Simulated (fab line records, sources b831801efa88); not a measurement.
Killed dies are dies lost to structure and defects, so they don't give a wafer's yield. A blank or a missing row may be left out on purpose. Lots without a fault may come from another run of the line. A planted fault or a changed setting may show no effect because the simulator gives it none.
fab line records | flow sky130
record lots=6 wafers=18 last_day=49
route steps=708 shown LDD_P@263 LDD_HVN@267 LDD_HVP@278 PAD_OPEN@708
lots that met no fault: from a run of the same line without faults
start_h: hours from the record's first day to the start of the lot's first wafer shown | wait_h: hours since the lot's step before | " the same as in the row above | L1.1+2: a row that stands for several wafers | - no value, or no start given | * or withheld: withheld | < > ~ a bound
route shown NAME@n: a module of which the file shows steps, and the number in the route of the first | usual: mean/standard deviation of fault-free wafers | same: alike in all rows | chamber/n: place in a boat | sites: the reading at each site | _std_site: their standard deviation | _edge_site: outer sites' mean less inner sites' | radius_mm: how far each site lies from the wafer's centre | mask NAME#n: copy n | behind: the tool/chamber that last shaped the wafer | hold: why the lot was held/for how many hours/how that ended | device: the transistor (n, p or np) that didn't switch | end of line: the same wafers' tests at the end of the route | a step without rows: its recipe alone | killed: dies lost to structure and defects at the first sort, not the wafer's yield | map: a wafer's dies, x killed, . not, _ none there
set.NAME: the setting as run; set.NAME@STEP: as run at that earlier step | model.NAME: the simulator's own value behind a step, which no gauge read
lots at some steps of the route; a table a step, a row a wafer
services: from which hour (start_h, from the record's first day; less than 0 if before it) a tool's chamber was out of use, for how many hours, and why
## steps
# step SKY_LDD_P_OVL_MEAS_08
# usual LDD_P_OVL=-0.8/1.5
# columns lot.wafer tool chamber start_h wait_h LDD_P_OVL[nm]
L939.1 overlay-02 - 428.21 0.1 0.2
L939.2 " - " " -0.7
L939.4 " - " " -0.4
L945.1 overlay-02 - 490.46 0.1 -0.8
L945.2 " - " " -0.6
L945.5 " - " " 0.1
L951.1 overlay-01 - 555.66 0.1 -0.7
L951.2 " - " " -1.0
L951.3 " - " " -2.1
L952.1 overlay-01 - 559.81 0.1 -2.6
L952.3 " - " " -3.4
L952.5 " - " " -1.5
L954.2 overlay-01 - 570.69 0.1 2.0
L954.3 " - " " 0.2
L954.6 " - " " -1.0
L955.3 overlay-01 - 577.61 0.1 -1.1
L955.5 " - " " -1.9
L955.6 " - " " -1.7
# step SKY_LDD_P_IMPLANT_09
# recipe species=BF2 energy_kev=24.79 dose_cm2=1e+13 tilt_deg=withheld
# step SKY_LDD_P_STRIP_10
# recipe chemistry=O2/N2 power_w=1400 pressure_mtorr=1500 platen_temp_c=withheld o2_flow_sccm=3000 n2_flow_sccm=300 overash_fraction=0.5
# usual drypump_motor_current_A=5.64/0.29 oes_product_au=0.715/0.0046 strip_time_to_endpoint_s=14.19/0.038
# columns lot.wafer tool chamber start_h wait_h drypump_motor_current_A oes_product_au rf_hours_counter_h strip_time_to_endpoint_s
L939.1 plasma_asher-03 1 428.40 0.1 5.15 0.714 29 14.16
L939.2 " 0 " " 5.45 0.719 29 14.15
L939.4 " 1 " " 5.16 0.705 - 14.16
L945.1 plasma_asher-04 1 490.65 0.1 5.77 0.710 6 14.17
L945.2 " 0 " " 5.82 0.713 6 14.22
L945.5 " 1 " " 5.79 0.722 - 14.18
L951.1 plasma_asher-03 0 555.85 0.1 5.42 0.716 43 14.15
L951.2 " 1 " " 5.17 0.719 43 14.18
L951.3 " 1 " " 5.14 0.704 - 14.13
L952.1 plasma_asher-01 1 560.00 0.1 5.61 0.706 71 14.23
L952.3 " 0 " " 6.12 0.713 - 14.25
L952.5 " 1 " " 5.59 0.720 - 14.23
L954.2 plasma_asher-01 1 570.87 0.1 5.61 0.718 72 14.18
L954.3 " 0 " " 6.09 0.708 - 14.22
L954.6 " 0 " " 6.09 0.711 - 14.18
L955.3 plasma_asher-04 1 577.82 0.1 5.74 0.719 - 14.17
L955.5 " 0 " " 5.80 0.713 - 14.17
L955.6 " 1 " " 5.74 0.714 - 14.20
# step SKY_LDD_P_TW_MEAS_11
# usual LDD_P_TW=635/3.4
# columns lot.wafer tool chamber start_h wait_h LDD_P_TW
L939.1 film_metro-03 - 428.50 0.1 636
L939.2 " - " " 638
L939.4 " - " " 639
L945.1 film_metro-02 - 490.75 0.1 637
L945.2 " - " " 634
L945.5 " - " " 633
L951.1 film_metro-02 - 555.95 0.1 629
L951.2 " - " " 630
L951.3 " - " " 629
L952.1 film_metro-02 - 560.10 0.1 628
L952.3 " - " " 630
L952.5 " - " " 631
L954.2 film_metro-03 - 570.98 0.1 635
L954.3 " - " " 638
L954.6 " - " " 638
L955.3 film_metro-03 - 577.91 0.1 636
L955.5 " - " " 637
L955.6 " - " " 637
# step SKY_LDD_HVN_DEHYDRATE_00
# recipe temp_c=200 time_s=60
# step SKY_LDD_HVN_HMDS_01
# recipe prime_time_s=60 prime_temp_c=120
# step SKY_LDD_HVN_COAT_02
# recipe resist=NOVOLAK spin_rpm=3000 resist_thk_nm=300
# step SKY_LDD_HVN_SOFTBAKE_03
# recipe temp_c=90 time_s=60 resist=NOVOLAK
# step SKY_LDD_HVN_EXPOSE_04
# recipe mask_id=HVNTM na=0.6 source_shape=conventional sigma_outer=0.6 polarization=unpolarized target_cd_nm=700 dose_mj=127
# step SKY_LDD_HVN_PEB_05
# recipe temp_c=withheld time_s=* resist=NOVOLAK
# step SKY_LDD_HVN_DEVELOP_06
# recipe resist=NOVOLAK developer=TMAH develop_time_s=60 dev_temp_c=23
# step SKY_LDD_HVN_OVL_MEAS_07
# usual LDD_HVN_OVL=0.3/1.2
# columns lot.wafer tool chamber start_h wait_h LDD_HVN_OVL[nm]
L939.1 overlay-01 - 458.87 0.1 0.0
L939.2 " - " " -1.3
L939.4 " - " " -2.7
L945.1 overlay-01 - 521.57 0.1 0.7
L945.2 " - " " 0.6
L945.5 " - " " 0.4
L951.1 overlay-01 - 585.44 0.1 0.5
L951.2 " - " " 0.9
L951.3 " - " " 0.7
L952.1 overlay-01 - 589.47 0.1 -0.1
L952.3 " - " " -2.4
L952.5 " - " " -1.9
L954.2 overlay-01 - 600.23 0.1 -0.4
L954.3 " - " " -1.1
L954.6 " - " " -1.3
L955.3 overlay-01 - 606.21 0.1 2.4
L955.5 " - " " 2.6
L955.6 " - " " 2.0
# step SKY_LDD_HVN_IMPLANT_08
# recipe species=P energy_kev=60 dose_cm2=3e+13 tilt_deg=40
# usual dose_ions_cm2=3e+13/3.2e+10 faraday_current_uA=169/3
# columns lot.wafer tool chamber start_h wait_h dose_ions_cm2 faraday_current_uA
L939.1 implanter-04 0 458.91 0.0 2.996e+13 167
L939.2 " 0 " " 2.996e+13 174
L939.4 " 0 " " 3.004e+13 172
L945.1 implanter-01 0 521.61 0.0 2.996e+13 166
L945.2 " 0 " " 2.998e+13 168
L945.5 " 0 " " 2.997e+13 166
L951.1 implanter-04 0 585.48 0.0 4.538e+13 263
L951.2 " 0 " " 4.538e+13 257
L951.3 " 0 " " 4.534e+13 253
L952.1 implanter-04 0 589.51 0.0 4.538e+13 251
L952.3 " 0 " " 4.541e+13 257
L952.5 " 0 " " 4.539e+13 264
L954.2 implanter-01 0 600.28 0.0 2.994e+13 174
L954.3 " 0 " " 2.998e+13 171
L954.6 " 0 " " 2.993e+13 169
L955.3 implanter-01 0 606.28 0.1 2.996e+13 165
L955.5 " 0 " " 3e+13 166
L955.6 " 0 " " 3.001e+13 169
# step SKY_LDD_HVN_STRIP_09
# recipe chemistry=O2/N2 power_w=1400 pressure_mtorr=1500 platen_temp_c=withheld o2_flow_sccm=3000 n2_flow_sccm=300 overash_fraction=0.5
# usual drypump_motor_current_A=5.54/0.21 oes_product_au=0.409/0.0046 strip_time_to_endpoint_s=4.139/0.014
# columns lot.wafer tool chamber start_h wait_h drypump_motor_current_A oes_product_au rf_hours_counter_h strip_time_to_endpoint_s
L939.1 plasma_asher-02 0 459.06 0.1 5.64 0.404 80 4.161
L939.2 " 1 " " 5.52 0.417 80 4.163
L939.4 " 0 " " 5.63 0.401 - 4.138
L945.1 plasma_asher-02 1 521.76 0.1 5.50 0.407 87 4.116
L945.2 " 0 " " 5.66 0.412 87 4.111
L945.5 " 1 " " 5.50 0.406 - 4.126
L951.1 plasma_asher-04 0 585.63 0.1 5.78 0.406 15 4.146
L951.2 " 1 " " 5.79 0.410 15 4.136
L951.3 " 1 " " 5.79 0.415 - 4.150
L952.1 plasma_asher-03 0 589.66 0.1 5.44 0.402 46 4.151
L952.3 " 1 " " 5.14 0.408 - 4.151
L952.5 " 1 " " 5.13 0.407 - 4.134
L954.2 plasma_asher-03 1 600.41 0.1 5.14 0.413 47 4.146
L954.3 " 0 " " 5.45 0.417 - 4.135
L954.6 " 0 " " 5.42 0.404 - 4.107
L955.3 plasma_asher-04 0 606.41 0.1 5.80 0.409 - 4.166
L955.5 " 1 " " 5.78 0.406 - 4.132
L955.6 " 0 " " 5.78 0.406 - 4.137
# step SKY_LDD_HVN_TW_MEAS_10
# usual LDD_HVN_TW=1447/8.5
# columns lot.wafer tool chamber start_h wait_h LDD_HVN_TW
L939.1 film_metro-04 - 459.16 0.1 1433
L939.2 " - " " 1443
L939.4 " - " " 1433
L945.1 film_metro-04 - 521.86 0.1 1446
L945.2 " - " " 1442
L945.5 " - " " 1448
L951.1 film_metro-01 - 585.73 0.1 1642
L951.2 " - " " 1647
L951.3 " - " " 1646
L952.1 film_metro-04 - 589.76 0.1 1653
L952.3 " - " " 1643
L952.5 " - " " 1642
L954.2 film_metro-03 - 600.52 0.1 1450
L954.3 " - " " 1447
L954.6 " - " " 1453
L955.3 film_metro-03 - 606.50 0.1 1448
L955.5 " - " " 1447
L955.6 " - " " 1444
# step SKY_LDD_HVP_DEHYDRATE_00
# recipe temp_c=200 time_s=60
# step SKY_PAD_OPEN_PROBE_99
# usual killed_at_M0_to_M3=43/7.6 killed_at_M4_up=2.9/1.9 killed_at_contacts=24/5 killed_at_front_end=15/4.3 killed_at_other=0.3/0.54 killed_dies=85/10 killed_open=47/7 killed_short=38/6.4
# same gross_dies=492 killed_at_back_side=0
# columns lot.wafer tool chamber start_h wait_h killed_at_M0_to_M3 killed_at_M4_up killed_at_contacts killed_at_front_end killed_at_other killed_dies killed_open killed_short model.etest.tip_n_5v.rs_ohm_sq model.etest.nfet_g5v0d10v5.r_on_ohm_um model.etest.nfet_g5v0d10v5.drive_ua_um model.etest.nfet_05v0_nvt.drive_ua_um model.etest.res_ndiff_hv.rs_ohm_sq model.etest.ring_5v.delay_ps model.etest.nfet_g5v0d10v5.vt_sat_v model.etest.nfet_g5v0d10v5.vt_v
L939.1 prober-02 - 1075.82 0.1 36 3 23 21 0 83 40 43 1411 1899 595 564.2 113 45.06 0.7811 0.8375
L939.2 prober-02 - 1075.87 0.1 46 3 30 18 1 98 62 36 1392 1885 599.2 572.3 113.4 44.95 0.7726 0.826
L939.4 prober-02 - 1075.97 0.2 38 2 23 17 0 80 42 38 1388 1871 606.8 577 113.5 44.41 0.771 0.8307
L945.1 prober-02 - 1114.24 0.1 43 2 19 7 0 71 44 27 1374 1923 588 559.7 116.5 44.83 0.7824 0.8425
L945.2 prober-02 - 1114.29 0.1 31 1 24 14 0 70 36 34 1393 1884 588.5 562.8 115.9 44.3 0.7864 0.8484
L945.5 prober-02 - 1114.44 0.2 54 5 25 17 0 101 53 48 1385 1915 586.9 561.1 116.2 44.59 0.7758 0.8383
L951.1 prober-02 - 1154.79 0.1 26 2 22 16 0 66 37 29 1013 1791 617.8 578.1 112.4 44.16 0.7353 0.8253
L951.2 prober-02 - 1154.84 0.1 40 2 26 9 0 77 38 39 1012 1807 615.7 571.6 113 44.07 0.7312 0.821
L951.3 prober-02 - 1154.89 0.2 36 4 34 19 0 93 51 42 1004 1817 617.1 576 111.6 44.07 0.726 0.8178
L952.1 prober-01 - 1161.08 0.1 50 0 27 20 0 97 48 49 1046 1822 608.8 571.5 113.3 44.88 0.7468 0.8311
L952.3 prober-01 - 1161.18 0.2 46 2 21 7 0 76 41 35 1042 1823 621.4 576 114.5 43.87 0.7224 0.809
L952.5 prober-01 - 1161.28 0.2 34 5 29 8 0 76 37 39 1046 1846 607.8 577.3 112.9 44.47 0.7355 0.8209
L954.2 prober-02 - 1168.16 0.1 45 5 19 20 0 89 53 36 1380 1893 583 558 114.2 44.32 0.7901 0.8548
L954.3 prober-02 - 1168.21 0.2 51 5 23 14 0 93 53 40 1388 1918 579.5 559.1 114 45.45 0.795 0.8566
L954.6 prober-02 - 1168.36 0.2 33 0 23 18 0 74 34 40 1377 1935 578.1 552.8 115.1 45.56 0.7771 0.837
L955.3 prober-02 - 1170.37 0.2 41 2 26 16 0 85 56 29 1365 1883 596.5 568.6 116.2 44.52 0.7798 0.8422
L955.5 prober-02 - 1170.47 0.2 47 4 13 22 0 86 37 49 1354 1885 600.2 574.3 115 44.28 0.7606 0.8223
L955.6 prober-02 - 1170.52 0.2 38 4 19 11 0 72 43 29 1344 1907 598.1 570.7 115.3 44.2 0.766 0.8289
# killed by level:class
L939.1 VIA1:geometric_particle:open=10 LI_CONTACT:geometric_particle:open=8 CONTACT:geometric_particle:open=7 POLY_GATE:geometric_particle:short=6 METAL1:geometric_particle:short=6 METAL2:geometric_particle:short=6 POLY_GATE:geometric_particle:open=5 LOCAL_INTERCONNECT:geometric_particle:short=5
L939.2 CONTACT:geometric_particle:open=14 VIA1:geometric_particle:open=14 LI_CONTACT:geometric_particle:open=6 VIA2:geometric_particle:open=6 VIA3:geometric_particle:open=6 METAL2:geometric_particle:short=5 FIELD_ISO:geometric_particle:open=4 LOCAL_INTERCONNECT:geometric_particle:short=4
L939.4 CONTACT:geometric_particle:open=11 VIA1:geometric_particle:open=9 METAL1:geometric_particle:short=8 FIELD_ISO:geometric_particle:open=5 POLY_GATE:geometric_particle:short=5 VIA1:geometric_particle:short=5 VIA3:geometric_particle:open=5 LI_CONTACT:geometric_particle:open=3
L945.1 CONTACT:geometric_particle:open=10 METAL1:geometric_particle:short=9 VIA1:geometric_particle:open=9 VIA2:geometric_particle:open=8 LI_CONTACT:geometric_particle:open=5 VIA3:geometric_particle:open=5 METAL2:geometric_particle:short=4 METAL2:geometric_particle:open=3
L945.2 CONTACT:geometric_particle:open=8 VIA1:geometric_particle:open=7 FIELD_ISO:geometric_particle:short=5 LI_CONTACT:geometric_particle:open=5 LOCAL_INTERCONNECT:geometric_particle:short=5 VIA3:geometric_particle:short=5 CONTACT:geometric_particle:short=4 METAL1:geometric_particle:short=4
L945.5 VIA2:geometric_particle:open=13 CONTACT:geometric_particle:open=10 CONTACT:geometric_particle:short=7 METAL1:geometric_particle:short=7 METAL2:geometric_particle:short=7 LI_CONTACT:geometric_particle:open=6 VIA1:geometric_particle:open=6 FIELD_ISO:geometric_particle:short=4
L951.1 CONTACT:geometric_particle:short=10 VIA1:geometric_particle:open=10 CONTACT:geometric_particle:open=9 FIELD_ISO:geometric_particle:short=5 FIELD_ISO:geometric_particle:open=4 VIA2:geometric_particle:open=4 VIA3:geometric_particle:open=4 VIA1:geometric_particle:short=3
L951.2 CONTACT:geometric_particle:open=11 METAL1:geometric_particle:short=6 LI_CONTACT:geometric_particle:open=6 VIA1:geometric_particle:open=6 CONTACT:geometric_particle:short=5 VIA2:geometric_particle:open=5 VIA3:geometric_particle:short=5 VIA1:geometric_particle:short=4
L951.3 VIA1:geometric_particle:open=9 CONTACT:geometric_particle:short=9 LI_CONTACT:geometric_particle:open=8 VIA3:geometric_particle:open=8 CONTACT:geometric_particle:open=7 LI_CONTACT:geometric_particle:short=5 METAL2:geometric_particle:short=5 FIELD_ISO:geometric_particle:short=4
L952.1 VIA1:geometric_particle:open=12 CONTACT:geometric_particle:short=11 CONTACT:geometric_particle:open=8 VIA2:geometric_particle:open=8 POLY_GATE:geometric_particle:short=6 METAL1:geometric_particle:short=6 FIELD_ISO:geometric_particle:open=5 FIELD_ISO:geometric_particle:short=5
L952.3 VIA1:geometric_particle:open=13 VIA1:geometric_particle:short=10 CONTACT:geometric_particle:open=7 METAL2:geometric_particle:short=6 LI_CONTACT:geometric_particle:open=6 VIA2:geometric_particle:open=5 FIELD_ISO:geometric_particle:open=4 LOCAL_INTERCONNECT:geometric_particle:short=4
L952.5 CONTACT:geometric_particle:open=8 CONTACT:geometric_particle:short=7 LI_CONTACT:geometric_particle:open=6 LOCAL_INTERCONNECT:geometric_particle:short=6 VIA2:geometric_particle:short=6 VIA1:geometric_particle:open=6 METAL1:geometric_particle:short=5 METAL1:geometric_particle:open=4
L954.2 VIA2:geometric_particle:open=13 VIA1:geometric_particle:open=9 LI_CONTACT:geometric_particle:open=8 FIELD_ISO:geometric_particle:open=5 POLY_GATE:geometric_particle:open=5 POLY_GATE:geometric_particle:short=5 CONTACT:geometric_particle:short=5 VIA1:geometric_particle:short=5
L954.3 VIA1:geometric_particle:open=17 CONTACT:geometric_particle:open=9 VIA2:geometric_particle:open=6 LI_CONTACT:geometric_particle:open=5 VIA3:geometric_particle:open=5 METAL3:geometric_particle:short=4 LI_CONTACT:geometric_particle:short=4 VIA3:geometric_particle:short=4
L954.6 CONTACT:geometric_particle:open=9 VIA1:geometric_particle:open=8 LOCAL_INTERCONNECT:geometric_particle:short=6 METAL2:geometric_particle:short=5 FIELD_ISO:geometric_particle:open=4 FIELD_ISO:geometric_particle:short=4 VIA3:geometric_particle:open=4 POLY_GATE:geometric_particle:short=3
L955.3 LI_CONTACT:geometric_particle:open=11 CONTACT:geometric_particle:open=10 VIA3:geometric_particle:open=9 VIA1:geometric_particle:open=9 POLY_GATE:geometric_particle:open=7 VIA2:geometric_particle:open=6 METAL2:geometric_particle:short=6 VIA1:geometric_particle:short=4
L955.5 VIA1:geometric_particle:open=12 VIA1:geometric_particle:short=8 POLY_GATE:geometric_particle:short=7 VIA3:geometric_particle:open=7 FIELD_ISO:geometric_particle:short=5 LI_CONTACT:geometric_particle:short=5 SPACER:geometric_particle:open=4 VIA2:geometric_particle:short=4
L955.6 VIA1:geometric_particle:open=14 LI_CONTACT:geometric_particle:open=9 VIA1:geometric_particle:short=5 LI_CONTACT:geometric_particle:short=4 VIA2:geometric_particle:open=4 CONTACT:geometric_particle:open=4 FIELD_ISO:geometric_particle:short=3 FIELD_ISO:geometric_particle:open=3
## services
# columns tool chamber start_h hours kind
plasma_asher-03 - 409.94 0.9 repair
plasma_asher-04 - 421.30 9.0 pm
plasma_asher-04 0 421.30 9.0 vent_cycle
plasma_asher-04 1 421.30 9.0 vent_cycle
plasma_asher-01 - 425.06 2.3 repair
plasma_asher-04 0 430.30 - clean
plasma_asher-04 1 430.30 - clean
plasma_asher-02 - 434.47 3.0 repair
implanter-01 - 447.18 5.6 pm
plasma_asher-01 - 481.78 1.5 repair
plasma_asher-01 - 508.07 11.0 repair
plasma_asher-01 - 520.33 11.1 repair
plasma_asher-04 - 531.53 8.6 repair
implanter-04 - 602.52 4.4 pm
## key
first_sign step=SKY_LDD_HVN_IMPLANT_08 reading=dose_ions_cm2 direction=up sigmas=99+ usual=* struck=*
effect step=SKY_LDD_HVN_IMPLANT_08 reading=faraday_current_uA direction=up sigmas=29 usual=169 struck=258
effect step=SKY_LDD_HVN_TW_MEAS_10 reading=LDD_HVN_TW direction=up sigmas=23 usual=1447 struck=1645
model_effect step=SKY_PAD_OPEN_PROBE_99 value=etest.tip_n_5v.rs_ohm_sq without=1386 struck=1027
met_at SKY_LDD_HVN_IMPLANT_08
struck_wafers L951.1,L951.2,L951.3,L952.1,L952.3,L952.5
tester_left_out L951,L952
onset_between 458.91 585.48
fault kind=process_parameter_drift tool=implanter-04 chamber=- onset_h=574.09 steps=SKY_LDD_HVN_IMPLANT_08 channel=dose_cm2 offset=* shape=step end_h=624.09 acts_in=* stated=*
# tester_left_out: of these lots the tester's yield and bins aren't shown, on N5 and GAA mostly nor the transistor test; their killed dies are dies lost to structure and defects alone, not to doping, threshold or leakage, so they don't give the yield
